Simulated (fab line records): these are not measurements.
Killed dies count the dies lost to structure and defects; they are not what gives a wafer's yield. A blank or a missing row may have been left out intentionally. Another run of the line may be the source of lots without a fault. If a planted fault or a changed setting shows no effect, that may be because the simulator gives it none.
A struck lot beside a sound one	flow sky130	43 out of 708 route steps
Sound: the wafers L983.1, L983.2, L983.4. Struck: wafers L993.3, L993.4, L993.5. Last of all comes the cause.
Each step with rows lists, per side, the tool, then ch with its chambers, then its first start. Under that, the readings that differ: sound wafers	struck wafers	difference of the means	sigmas: that difference in standard deviations of wafers without a fault.
alike: readings with means less than 2 such deviations apart, plus words and numbers identical on both sides. not compared: withheld readings, readings lacking a value on some wafer, bounds such as >300 that could conceal the same value, and numbers that have no deviation in the record and whose values overlap.
The two part at a step that has a row with sigmas, a row that says differs or no value, or rows on one side only. Numbers that don't overlap but have no deviation are shown without sigmas and don't part them. Lack of a reading on every wafer of one side parts them only where that side has two or more wafers.

first, 4 steps without rows for these wafers: SKY_FIELD_ISO_CLEAN_19 (cleans in SC1/SC2, time 150 s); SKY_FIELD_ISO_CLEAN_20 (cleans in dHF, time 20 s); SKY_FIELD_ISO_WET_ETCH_21 (etches SiO2 in dHF, target depth 20 nm, time 400 s); SKY_FIELD_ISO_OXIDATION_22 (stabilise 600 s, purge 300 s, target thk 10 nm).
SKY_FIELD_ISO_THK_MEAS_23:
  sound on filmMetro-03 at day 2 13:51; struck on filmMetro-01 at day 4 15:46
  alike: FIELD_ISO_OXIDATION_01_THK
then, 1 step without rows for these wafers: SKY_FIELD_ISO_CVD_24 (deposits SiO2, target thk 595 nm, time 99.2 s).
SKY_FIELD_ISO_THK_MEAS_25:
  sound on filmMetro-02 at day 2 13:59; struck on filmMetro-01 at day 4 15:53
  alike: FIELD_ISO_CVD_24_THK
then, 1 step without rows for these wafers: SKY_FIELD_ISO_ANNEAL_26 (time 1800 s).
SKY_FIELD_ISO_CMP_27: polishes, stops on Si3N4, t overpolish 16 s, target thk 457.8 nm.
  sound on cmp-02 ch 0,2,3, day 2 15:32; struck on cmp-01 ch 2,3, day 4 17:47
  alike: motorCurrentA, overpolishRunS, timeToEndpointS
then, 3 steps without rows for these wafers: SKY_FIELD_ISO_WET_ETCH_28 (etches SiO2 in dHF, target depth 23.7 nm, time 47 s); SKY_FIELD_ISO_WET_ETCH_29 (etches Si3N4 in H3PO4, target depth 160 nm, time 1825 s); SKY_FIELD_ISO_WET_ETCH_30 (etches SiO2 in dHF, target depth 25 nm, time 50 s).
SKY_NWELL_CLEAN_00: cleans in SC1/SC2, time 150 s.
  sound on wetBench-04 ch 3, day 2 16:24; struck on wetBench-02 ch 3, day 4 18:38
then, 1 step without rows for these wafers: SKY_NWELL_OXIDATION_01 (stabilise 600 s, purge 300 s, target thk 10 nm).
SKY_NWELL_THK_MEAS_02:
  sound on filmMetro-02 at day 2 19:02; struck on filmMetro-04 at day 4 21:23
  alike: NWELL_OXIDATION_THK
then, 8 steps without rows for these wafers: SKY_DNWELL_DEHYDRATE_00 (time 60 s); SKY_DNWELL_HMDS_01 (prime time 60 s); SKY_DNWELL_COAT_02 (resist thk 3000 nm); SKY_DNWELL_SOFTBAKE_03; SKY_DNWELL_EXPOSE_04 (exposes mask DNM, target cd 3000 nm); SKY_DNWELL_PEB_05; SKY_DNWELL_DEVELOP_06 (develop time 60 s); SKY_DNWELL_IMPLANT_07.
SKY_DNWELL_STRIP_08: strips in O2/N2.
  sound on plasmaAsher-04 ch 0,1, day 3 10:52; struck on plasmaAsher-04 ch 0,1, day 5 15:24
  alike: chamberPressureMTorr, drypumpMotorCurrentA, oesProductAu, stripTimeToEndpointS
  not compared: rfHoursCounterH
SKY_DNWELL_TW_MEAS_09:
  sound on filmMetro-03 at day 3 10:58; struck on filmMetro-03 at day 5 15:29
  alike: DNWELL_TW
then, 7 steps without rows for these wafers: SKY_PWDE_DEHYDRATE_00 (time 60 s); SKY_PWDE_HMDS_01 (prime time 60 s); SKY_PWDE_COAT_02 (resist thk 2957 nm); SKY_PWDE_SOFTBAKE_03; SKY_PWDE_EXPOSE_04 (exposes mask PWDEM, target cd 840 nm); SKY_PWDE_PEB_05; SKY_PWDE_DEVELOP_06 (develop time 60 s).
SKY_PWDE_OVL_MEAS_07:
  sound on overlay-02 at day 4 03:28; struck on overlay-01 at day 6 09:40
  alike: PWDE_OVL
after that, 1 step had no rows for these wafers: SKY_PWDE_IMPLANT_08.
SKY_PWDE_STRIP_09: strips in O2/N2.
  sound on plasmaAsher-03 ch 0,1, day 4 03:39; struck on plasmaAsher-01 ch 0,1, day 6 09:52
reading	sound	struck	difference	sigmas
chamberPressureMTorr (mTorr)	1498.8 1517.3 1499.9	1501.1 1501.5 1497.2	-5.4	-3
stripTimeToEndpointS (s)	36.61 36.61 36.63	36.27 36.30 36.29	-0.33	-3
  alike: drypumpMotorCurrentA, oesProductAu
  not compared: rfHoursCounterH
SKY_PWDE_TW_MEAS_10:
  sound on filmMetro-02 at day 4 03:45; struck on filmMetro-04 at day 6 09:58
  alike: PWDE_TW
then, 6 steps without rows for these wafers: SKY_NWELL_DEHYDRATE_03 (time 60 s); SKY_NWELL_HMDS_04 (prime time 60 s); SKY_NWELL_COAT_05 (resist thk 3000 nm); SKY_NWELL_SOFTBAKE_06; SKY_NWELL_EXPOSE_07 (exposes mask NWM, target cd 840 nm); SKY_NWELL_PEB_08.
-- the record jumps here: 42 days lie between the struck wafers' starts before and after (it left off in module NWELL and takes up again in module PAD_OPEN, whose first step shown is number 708 of the route) --
SKY_PAD_OPEN_PROBE_99:
  the record has rows for the struck wafers here (prober-02, day 48 15:26) and none for the sound ones

## WHERE THEY PART
At SKY_PWDE_STRIP_09 first; at SKY_PAD_OPEN_PROBE_99 last (within this record only).

WHY: the cause the simulator had injected
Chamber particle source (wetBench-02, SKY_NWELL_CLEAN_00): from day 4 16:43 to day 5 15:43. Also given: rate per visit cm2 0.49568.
